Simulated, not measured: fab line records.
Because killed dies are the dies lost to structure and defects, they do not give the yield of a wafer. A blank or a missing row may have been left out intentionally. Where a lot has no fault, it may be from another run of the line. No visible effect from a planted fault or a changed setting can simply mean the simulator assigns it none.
fab line records	flow sky130
record lots=6	wafers=18	last-day=50
route steps=708 shown SONOS_ONO@174 GATE_OXIDE@187 PAD_OPEN@708
lots that met no fault: taken from a fault-free run of the same line
start-h: hours from the record's opening day to when the first of the lot's shown wafers began	wait-h: hours since the lot's step before	" identical to the entry in the row above	L1.1+2: several wafers, shown together as one row	- either no value or no given start	* or withheld: withheld	< > ~ a bound
route shown NAME@n: a module of which the file shows steps, and the number in the route of the first	usual: average and standard deviation across the fault-free wafers	same: alike in all rows	chamber/n: place in a boat	sites: per-site readings	_std_site: the values' standard deviation	_edge_site: mean of outer sites minus mean of inner sites	radius-mm: how far each site lies from the wafer's centre	mask NAME#n: copy n	behind: the most recent tool/chamber to have shaped the wafer	hold: the reason the lot was held/the length of the hold in hours/how it ended	device: whichever transistor did not switch (one of n, p or np)	end of line: tests of these same wafers at the route's end	step lacking rows: just its recipe	killed: at the first sort, the dies lost to defects and structure; wafer yield is something else	map: the dies of a wafer, with x for killed, . for not killed, _ for no die there
set.NAME: the setting as run; set.NAME@STEP: as run at that earlier step	model.NAME: the simulator's own value behind a step, which no gauge read
a table for each step, a row for each wafer; lots at some steps of the route
services: from which hour (start-h, from the record's first day; less than 0 if before it) a tool's chamber was out of use, for how many hours, and why
## steps
# step SKY_SONOS_ONO_DEHYDRATE_06
# recipe temp-c=200	time-s=60
# step SKY_SONOS_ONO_HMDS_07
# recipe prime-time-s=60	prime-temp-c=120
# step SKY_SONOS_ONO_COAT_08
# recipe resist=NOVOLAK	spin-rpm=3000	resist-thk-nm=1140
# step SKY_SONOS_ONO_SOFTBAKE_09
# recipe temp-c=90	time-s=60	resist=NOVOLAK
# step SKY_SONOS_ONO_EXPOSE_10
# recipe mask-id=ONOM	target-cd-nm=410	na=0.6	source-shape=conventional	sigma-outer=0.6	dose-mj=150
# step SKY_SONOS_ONO_PEB_11
# recipe temp-c=withheld	time-s=*	resist=NOVOLAK
# step SKY_SONOS_ONO_DEVELOP_12
# recipe develop-time-s=60	dev-temp-c=23
# step SKY_SONOS_ONO_CD_MEAS_13
# recipe target-cd-nm=410
# usual cd-nm=409.2/1.8
lot.wafer	tool	chamber	start-h	wait-h	cd-nm
L504.3	cd-sem-02	-	297.39	0.1	410.4
L504.5	"	-	"	"	411.1
L504.6	"	-	"	"	409.8
L508.1	cd-sem-02	-	327.69	0.1	407.4
L508.3	"	-	"	"	405.4
L508.4	"	-	"	"	407.3
L515.2	cd-sem-01	-	378.66	0.1	410.9
L515.4	"	-	"	"	411.2
L515.5	"	-	"	"	413.5
L518.1	cd-sem-02	-	411.00	0.1	406.7
L518.3	"	-	"	"	406.6
L518.4	"	-	"	"	405.4
L519.2	cd-sem-02	-	411.41	0.1	408.8
L519.4	"	-	"	"	409.7
L519.6	"	-	"	"	409.0
L526.1	cd-sem-01	-	467.39	0.1	409.9
L526.2	"	-	"	"	409.0
L526.3	"	-	"	"	409.5
# step SKY_SONOS_ONO_OVL_MEAS_14
# usual SONOS_ONO_OVL=-0.6/1.3
lot.wafer	tool	chamber	start-h	wait-h	SONOS_ONO_OVL[nm]
L504.3	overlay-02	-	297.48	0.1	-0.2
L504.5	"	-	"	"	-1.6
L504.6	"	-	"	"	-0.2
L508.1	overlay-01	-	327.81	0.1	-1.2
L508.3	"	-	"	"	-0.5
L508.4	"	-	"	"	1.3
L515.2	overlay-02	-	378.77	0.1	1.3
L515.4	"	-	"	"	0.1
L515.5	"	-	"	"	0.3
L518.1	overlay-02	-	411.12	0.1	-1.6
L518.3	"	-	"	"	-2.8
L518.4	"	-	"	"	-2.3
L519.2	overlay-02	-	411.52	0.1	0.8
L519.4	"	-	"	"	-0.4
L519.6	"	-	"	"	1.0
L526.1	overlay-02	-	467.51	0.1	1.3
L526.2	"	-	"	"	-0.9
L526.3	"	-	"	"	-0.3
# step SKY_SONOS_ONO_ETCH_15
# recipe target-depth-nm=19.52	chemistry=CHF3/O2	source-w=600	bias-w=200	pressure-mtorr=40	chf3-flow-sccm=50	O2_flow_sccm=5	time-s=7.8
# usual bias-w=199.9/0.54	chamber-pressure-mTorr=40.00/0.035	drypump-motor-current-A=5.6/0.5	oes-product-au=0.999/0.012	throttle-valve-pct=8.825/0.0096
# same time-s=7.8
lot.wafer	tool	chamber	start-h	wait-h	bias-w	chamber-pressure-mTorr	drypump-motor-current-A	oes-product-au	rf-hours-counter-h	throttle-valve-pct
L504.3	rie-diel-02	0	297.51	0.0	200.4	40.01	5.6	1.004	7	8.816
L504.5	"	2	"	"	199.7	40.02	4.7	1.003	-	8.841
L504.6	"	3	"	"	199.1	40.01	6.2	0.991	-	8.810
L508.1	rie-diel-04	0	327.85	0.0	200.2	40.00	6.4	0.993	1	8.832
L508.3	"	2	"	"	200.6	39.94	5.7	1.014	7	8.840
L508.4	"	3	"	"	199.4	39.96	6.3	1.013	-	8.834
L515.2	rie-diel-04	1	378.80	0.0	199.2	39.98	4.8	1.005	36	8.830
L515.4	"	2	"	"	199.7	40.00	5.7	1.019	8	8.834
L515.5	"	1	"	"	199.9	39.96	4.8	0.996	-	8.815
L518.1	rie-diel-01	3	411.15	0.0	198.8	40.02	5.8	0.990	29	8.822
L518.3	"	0	"	"	199.7	40.05	5.5	0.994	2	8.828
L518.4	"	2	"	"	200.4	40.00	5.2	1.006	6	8.828
L519.2	rie-diel-04	2	411.55	0.0	199.7	40.05	5.7	1.016	9	8.818
L519.4	"	3	"	"	199.5	39.90	6.3	1.016	3	8.820
L519.6	"	2	"	"	199.4	39.99	5.7	1.011	-	8.838
L526.1	rie-diel-04	2	467.55	0.0	200.1	40.01	5.7	1.014	10	8.844
L526.2	"	3	"	"	200.0	40.03	6.3	1.008	4	8.828
L526.3	"	0	"	"	199.3	40.01	6.4	1.002	3	8.833
# step SKY_SONOS_ONO_WET_ETCH_16
# recipe chemistry=dHF	target-depth-nm=14	dry=n2-spin	target=SiO2	dilution=100:1	temp-c=25	time-s=280
# step SKY_SONOS_ONO_STRIP_17
# recipe chemistry=O2/N2	power-w=1400	pressure-mtorr=1500	platen-temp-c=withheld	o2-flow-sccm=3000	n2-flow-sccm=300	overash-fraction=0.5
# usual chamber-pressure-mTorr=1500.1/1.3	drypump-motor-current-A=5.6/0.45	oes-product-au=0.710/0.0043	strip-time-to-endpoint-s=14.10/0.035
lot.wafer	tool	chamber	start-h	wait-h	chamber-pressure-mTorr	drypump-motor-current-A	oes-product-au	rf-hours-counter-h	strip-time-to-endpoint-s
L504.3	plasma-asher-01	0	297.67	0.0	1500.5	5.9	0.709	-	14.04
L504.5	"	0	"	"	1501.3	5.9	0.712	-	14.08
L504.6	"	1	"	"	1498.1	6.0	0.706	-	14.06
L508.1	plasma-asher-01	0	327.96	0.0	1501.1	6.0	0.709	67	14.12
L508.3	"	0	"	"	1499.2	6.0	0.712	-	14.12
L508.4	"	1	"	"	1496.9	5.9	0.705	-	14.11
L515.2	plasma-asher-01	1	378.91	0.0	1500.2	6.0	0.713	73	14.07
L515.4	"	1	"	"	1498.1	6.0	0.710	-	14.06
L515.5	"	1	"	"	1499.5	6.0	0.702	-	14.12
L518.1	plasma-asher-03	0	411.27	0.0	1499.9	4.9	0.713	58	14.07
L518.3	"	1	"	"	1501.3	5.3	0.714	-	14.09
L518.4	"	0	"	"	1501.0	4.9	0.708	-	14.10
L519.2	plasma-asher-04	1	411.65	0.0	1500.2	5.6	0.711	24	14.07
L519.4	"	1	"	"	1500.6	5.6	0.707	-	14.08
L519.6	"	0	"	"	1501.0	5.7	0.708	-	14.06
L526.1	plasma-asher-03	0	467.65	0.0	1498.1	4.9	0.709	64	14.08
L526.2	"	1	"	"	1500.3	5.2	0.712	64	14.05
L526.3	"	0	"	"	1500.7	4.9	0.713	-	14.10
# step SKY_SONOS_ONO_WET_ETCH_18
# recipe chemistry=H3PO4	target-depth-nm=15	target=Si3N4	temp-c=160	time-s=172
# usual bath-guard-temp-C=160.1/0.39	run-length-s=199/3.5
lot.wafer	tool	chamber	start-h	wait-h	bath-guard-temp-C	run-length-s
L504.3	wet-bench-01	1	297.73	0.0	160.1	196
L504.5	"	1	"	"	160.0	196
L504.6	"	1	"	"	160.1	196
L508.1	wet-bench-03	3	328.06	0.1	160.4	204
L508.3	"	3	"	"	160.4	204
L508.4	"	3	"	"	160.0	204
L515.2	wet-bench-01	0	379.01	0.1	159.6	220
L515.4	"	0	"	"	159.9	220
L515.5	"	0	"	"	160.4	220
L518.1	wet-bench-01	1	411.37	0.1	159.9	221
L518.3	"	1	"	"	159.8	221
L518.4	"	1	"	"	159.9	221
L519.2	wet-bench-03	2	411.75	0.1	159.5	204
L519.4	"	2	"	"	159.6	204
L519.6	"	2	"	"	159.6	204
L526.1	wet-bench-03	0	467.75	0.1	159.8	198
L526.2	"	0	"	"	160.1	198
L526.3	"	0	"	"	160.5	198
# step SKY_GATE_OXIDE_CLEAN_00
# recipe chemistry=SC1/SC2	mix=1:4:20	temp-c=70	time-s=150	dry=n2-spin
# step SKY_PAD_OPEN_PROBE_99
# usual killed_at_M0_to_M3=43/7.3	killed_at_M4_up=3.6/1.9	killed-at-contacts=23/5.3	killed-at-front-end=15/4.5	killed-at-other=0.3/0.72	killed-dies=85/9.4	killed-open=46/6.7	killed-short=38/6.8
# same gross-dies=492	killed-at-back-side=0
lot.wafer	tool	chamber	start-h	wait-h	killed_at_M0_to_M3	killed_at_M4_up	killed-at-contacts	killed-at-front-end	killed-at-other	killed-dies	killed-open	killed-short
L504.3	prober-02	-	1088.09	0.2	44	5	20	14	0	83	49	34
L504.5	prober-02	-	1088.19	0.2	37	5	23	18	0	83	54	29
L504.6	prober-02	-	1088.24	0.2	57	4	23	21	0	105	56	49
L508.1	prober-02	-	1112.87	0.1	39	3	24	17	0	83	52	31
L508.3	prober-02	-	1112.97	0.2	40	1	31	16	0	88	46	42
L508.4	prober-02	-	1113.02	0.2	50	3	25	11	1	90	50	40
L515.2	prober-02	-	1164.26	0.2	52	3	22	10	0	87	53	34
L515.4	prober-02	-	1164.36	0.2	50	9	20	20	0	99	55	44
L515.5	prober-02	-	1164.41	0.3	34	3	21	11	0	69	38	31
L519.2	prober-01	-	1169.52	0.1	41	7	20	14	0	82	39	42
L519.4	prober-01	-	1169.62	0.2	52	3	14	20	0	89	42	46
L519.6	prober-01	-	1169.72	0.2	41	4	20	18	0	83	46	37
L518.1	prober-02	-	1170.81	0.1	49	2	17	15	0	83	50	33
L518.3	prober-02	-	1170.91	0.2	37	0	20	16	0	73	33	40
L518.4	prober-02	-	1170.96	0.2	36	2	24	17	0	79	41	38
L526.1	prober-01	-	1203.20	0.1	42	5	21	20	2	90	55	34
L526.2	prober-01	-	1203.25	0.1	46	2	23	9	1	81	37	43
L526.3	prober-01	-	1203.30	0.2	46	2	20	15	0	83	51	31
# killed by level:class
L504.3 CONTACT:geometric-particle:open=8 VIA1:geometric-particle:open=8 LI_CONTACT:geometric-particle:open=7 VIA2:geometric-particle:short=7 VIA3:geometric-particle:open=6 VIA2:geometric-particle:open=6 METAL1:geometric-particle:short=5 FIELD_ISO:geometric-particle:open=4
L504.5 LI_CONTACT:geometric-particle:open=9 VIA2:geometric-particle:open=9 CONTACT:geometric-particle:open=8 VIA1:geometric-particle:open=7 METAL2:geometric-particle:short=6 FIELD_ISO:geometric-particle:open=4 FIELD_ISO:geometric-particle:short=4 POLY_GATE:geometric-particle:open=4
L504.6 VIA1:geometric-particle:open=19 FIELD_ISO:geometric-particle:short=12 LI_CONTACT:geometric-particle:open=9 METAL1:geometric-particle:short=7 VIA2:geometric-particle:open=7 VIA1:geometric-particle:short=6 VIA3:geometric-particle:short=5 VIA3:geometric-particle:open=5
L508.1 CONTACT:geometric-particle:open=14 VIA1:geometric-particle:open=8 VIA3:geometric-particle:open=6 VIA2:geometric-particle:open=5 FIELD_ISO:geometric-particle:open=5 METAL1:geometric-particle:short=5 LI_CONTACT:geometric-particle:open=4 FIELD_ISO:geometric-particle:short=4
L508.3 VIA1:geometric-particle:open=11 CONTACT:geometric-particle:short=9 CONTACT:geometric-particle:open=7 LI_CONTACT:geometric-particle:open=6 VIA3:geometric-particle:short=6 FIELD_ISO:geometric-particle:short=5 METAL1:geometric-particle:short=5 LI_CONTACT:geometric-particle:short=4
L508.4 VIA1:geometric-particle:open=13 VIA3:geometric-particle:open=10 CONTACT:geometric-particle:open=10 CONTACT:geometric-particle:short=7 VIA1:geometric-particle:short=6 LI_CONTACT:geometric-particle:open=6 METAL2:geometric-particle:short=6 FIELD_ISO:geometric-particle:short=4
L515.2 CONTACT:geometric-particle:open=12 VIA1:geometric-particle:open=12 VIA2:geometric-particle:open=10 VIA3:geometric-particle:open=7 METAL1:geometric-particle:short=6 VIA1:geometric-particle:short=5 POLY_GATE:geometric-particle:open=4 LOCAL_INTERCONNECT:geometric-particle:short=4
L515.4 VIA1:geometric-particle:open=13 VIA3:geometric-particle:open=12 CONTACT:geometric-particle:open=9 METAL2:geometric-particle:short=6 METAL1:geometric-particle:short=5 METAL4:geometric-particle:short=5 FIELD_ISO:geometric-particle:short=4 POLY_GATE:geometric-particle:short=4
L515.5 CONTACT:geometric-particle:open=9 METAL1:geometric-particle:short=7 LI_CONTACT:geometric-particle:open=6 VIA1:geometric-particle:open=5 VIA2:geometric-particle:open=5 POLY_GATE:geometric-particle:open=4 VIA3:geometric-particle:open=4 CONTACT:geometric-particle:short=3
L519.2 VIA1:geometric-particle:open=10 METAL1:geometric-particle:short=7 POLY_GATE:geometric-particle:short=6 LOCAL_INTERCONNECT:geometric-particle:short=6 LI_CONTACT:geometric-particle:open=5 CONTACT:geometric-particle:open=5 VIA3:geometric-particle:open=5 VIA2:geometric-particle:open=4
L519.4 VIA2:geometric-particle:open=9 VIA1:geometric-particle:short=7 VIA2:geometric-particle:short=7 CONTACT:geometric-particle:open=6 VIA1:geometric-particle:open=6 SPACER:geometric-particle:short=5 LI_CONTACT:geometric-particle:open=5 VIA3:geometric-particle:open=5
L519.6 VIA2:geometric-particle:open=9 CONTACT:geometric-particle:open=8 METAL2:geometric-particle:short=7 LI_CONTACT:geometric-particle:open=6 POLY_GATE:geometric-particle:open=5 VIA1:geometric-particle:short=5 VIA1:geometric-particle:open=5 VIA3:geometric-particle:open=5
L518.1 VIA1:geometric-particle:open=14 VIA3:geometric-particle:open=8 VIA2:geometric-particle:open=7 LI_CONTACT:geometric-particle:open=6 FIELD_ISO:geometric-particle:open=5 METAL1:geometric-particle:short=5 VIA1:geometric-particle:short=5 METAL2:geometric-particle:short=4
L518.3 POLY_GATE:geometric-particle:short=8 VIA1:geometric-particle:open=6 VIA1:geometric-particle:short=5 VIA2:geometric-particle:open=5 CONTACT:geometric-particle:short=5 CONTACT:geometric-particle:open=5 METAL2:geometric-particle:short=5 LOCAL_INTERCONNECT:geometric-particle:short=4
L518.4 CONTACT:geometric-particle:open=11 VIA3:geometric-particle:open=8 POLY_GATE:geometric-particle:short=6 VIA1:geometric-particle:open=6 CONTACT:geometric-particle:short=5 LI_CONTACT:geometric-particle:open=4 METAL2:geometric-particle:short=4 VIA2:geometric-particle:short=4
L526.1 VIA1:geometric-particle:open=10 VIA3:geometric-particle:open=10 FIELD_ISO:geometric-particle:short=7 VIA2:geometric-particle:open=7 LI_CONTACT:geometric-particle:open=6 CONTACT:geometric-particle:open=6 LOCAL_INTERCONNECT:geometric-particle:short=6 FIELD_ISO:geometric-particle:open=4
L526.2 CONTACT:geometric-particle:open=10 VIA2:geometric-particle:open=9 VIA1:geometric-particle:short=7 LI_CONTACT:geometric-particle:open=6 VIA1:geometric-particle:open=5 VIA2:geometric-particle:short=5 VIA3:geometric-particle:short=5 FIELD_ISO:geometric-particle:short=4
L526.3 VIA1:geometric-particle:open=12 VIA2:geometric-particle:open=8 CONTACT:geometric-particle:open=7 VIA3:geometric-particle:open=7 LI_CONTACT:geometric-particle:open=6 METAL1:geometric-particle:short=5 FIELD_ISO:geometric-particle:short=4 POLY_GATE:geometric-particle:short=4
## services
tool	chamber	start-h	hours	kind
plasma-asher-04	-	279.58	28.1	pm
rie-diel-04	0	286.12	-	clean
rie-diel-04	0	286.12	15.4	scheduled-down
rie-diel-04	0	286.12	15.4	vent-cycle
rie-diel-01	3	306.87	11.3	repair
rie-diel-04	3	309.63	7.6	repair
rie-diel-04	1	317.20	19.3	repair
plasma-asher-04	-	317.54	29.5	repair
rie-diel-01	0	340.27	20.9	repair
rie-diel-02	1	351.10	-	clean
rie-diel-02	1	351.10	15.3	scheduled-down
rie-diel-02	1	351.10	15.3	vent-cycle
plasma-asher-03	-	370.18	4.5	repair
plasma-asher-04	-	370.25	0.5	repair
plasma-asher-01	-	421.25	9.0	pm
plasma-asher-01	0	421.25	9.0	vent-cycle
plasma-asher-01	1	421.25	9.0	vent-cycle
plasma-asher-04	-	428.13	2.8	pm
plasma-asher-01	-	430.25	2.8	pm
plasma-asher-01	0	430.25	-	clean
plasma-asher-01	1	430.25	-	clean
rie-diel-02	3	446.13	5.9	repair
plasma-asher-03	-	464.97	0.4	repair
## key
first-sign step=SKY_SONOS_ONO_WET_ETCH_18	reading=run-length-s	direction=up	sigmas=6.1	usual=*	struck=*
effect none on later readings
met-at SKY_SONOS_ONO_WET_ETCH_18
struck-wafers L515.2,L515.4,L515.5,L518.1,L518.3,L518.4
tester-left-out L515,L518
onset-between 297.73 379.01
fault kind=process-parameter-drift	tool=wet-bench-01	chamber=-	onset-h=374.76	steps=SKY_SONOS_ONO_WET_ETCH_18	channel=time-s	offset=*	shape=step	end-h=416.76	acts-in=*	stated=*
# tester-left-out: of these lots the tester's yield and bins aren't shown, on N5 and GAA mostly nor the transistor test; their killed dies are dies lost to structure and defects alone, not to doping, threshold or leakage, so they don't give the yield
